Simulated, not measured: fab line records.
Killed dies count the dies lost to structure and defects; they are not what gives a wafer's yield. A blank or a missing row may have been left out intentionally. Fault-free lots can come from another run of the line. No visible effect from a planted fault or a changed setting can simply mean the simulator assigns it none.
Which tool was responsible?	flow sky130	12 lots, 36 wafers sampled, at 1 step of a route of 708

== WHAT THE GAUGES READ, wafer by wafer ==
SKY_CAPM_OVL_MEAS_12.
lot	measured	on	CAPM_OVL (nm)
L075	day 38 01:35	overlay-01	0.5 0.3 2.9
L078	day 38 23:59	overlay-02	1.1 2.2 3.0
L080	day 39 09:09	overlay-01	0.9 0.3 0.8
L081	day 39 16:26	overlay-02	1.4 -0.8 0.7
L083	day 40 06:54	overlay-02	1.1 -0.3 0.4
L085	day 40 18:57	overlay-01	-0.9 -1.6 1.4
L086	day 41 03:51	overlay-02	0.0 0.2 -0.3
L089	day 41 11:12	overlay-02	-1.0 2.0 1.4
L091	day 42 18:14	overlay-02	1.3 0.0 -0.1
L093	day 43 02:31	overlay-02	-0.3 -1.3 -0.3
L095	day 43 16:47	overlay-02	0.0 -0.1 0.4
L097	day 43 22:18	overlay-02	0.7 3.1 2.6

== TOOL THAT RAN EACH LOT (tool first, then ch and the chambers of the sampled wafers, then the start) ==
The record shows no process step preceding these readings.

== THE ANSWER, worked out from the rows above alone ==
Rule: what is usual is taken from the lots themselves. Put in order of their means at a reading, lots are off if they are a third of the lots or fewer, leave a main group of 4 or more, and stand apart from it by a gap of 3 or more times the standard deviation of the main group's means; of several such gaps the widest counts. A main group whose means are all the same, to the digits that the tables above print for the reading, isn't used. Also off: a lot with no number at a reading for which 4 or more lots have one. The other lots that the step has rows for count as sound.
No lot is off on any of the readings shown, so nothing can be concluded from this.

== WHAT THE SIMULATOR HAD PUT IN ==
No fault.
